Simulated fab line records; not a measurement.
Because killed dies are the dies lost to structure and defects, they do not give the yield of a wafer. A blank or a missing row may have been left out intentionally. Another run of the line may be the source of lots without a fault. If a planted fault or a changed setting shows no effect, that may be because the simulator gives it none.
One fault through the eyes of 2 desks ; flow sky130 ; only its own numbers are on each desk; what lay behind them is given at the end

== AT THE METROLOGY DESK ==
What the gauges read, lot by lot, whatever tool the lot ran on: means of the sampled wafers that have a number. A lot is out of limits, marked OUT, if its mean lies more than 4 standard deviations from the usual mean; the brackets give that distance.
Columns: A = PASSIVATION_CVD_00_THK at SKY_PASSIVATION_THK_MEAS_01, usual 90.0 nm
lot;first seen here;A
L183;day 43 22:56;90.1
L189;day 45 17:26;93.6
L191;day 46 06:08;93.9
L203;day 49 03:54;89.2
L205;day 49 08:50;92.0
L204;day 49 10:18;90.6
Result from this desk: across the 6 lots, nothing is out of limits.

== THE TOOL OWNER'S DESK: pecvd-04 ==
The tool's own readings at SKY_PASSIVATION_CVD_00 (deposits SiO2, target thk 90 nm): means of the sampled wafers that have a number, for each lot that ran on this tool. A lot is out of limits, marked OUT, if its mean lies more than 4 standard deviations from the usual mean; the brackets give that distance.
Columns: A = heater_power_w at SKY_PASSIVATION_CVD_00, usual 749 W; B = rf_fwd_power_W at SKY_PASSIVATION_CVD_00, usual 587 W
lot;first seen here;A;B
L189;day 45 17:25;572;684 (+29) OUT
L191;day 46 06:06;575;683 (+28) OUT
L203;day 49 03:53;664;589
Finding of this desk: L189, L191 out of limits; the first was L189 at day 45 17:25, on rf_fwd_power_W at SKY_PASSIVATION_CVD_00. Within limits: L203.

== ALL TOGETHER ==
The tool owner's desk could have raised an alarm at day 45 17:25, on L189, L191.
Metrology desk: nothing out of limits seen.
The metrology desk holds a record of L189, L191, inside its limits.
The lots listed all ran SKY_PASSIVATION_CVD_00 on pecvd-04.

== WHAT THE SIMULATOR PUT IN ==
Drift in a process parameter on pecvd-04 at SKY_PASSIVATION_CVD_00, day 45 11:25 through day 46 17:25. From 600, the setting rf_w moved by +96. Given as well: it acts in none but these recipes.
Lots struck among those shown: L189, L191.
Hours from the fault's start to each desk's first reading out of limits: the tool owner's desk, 6.
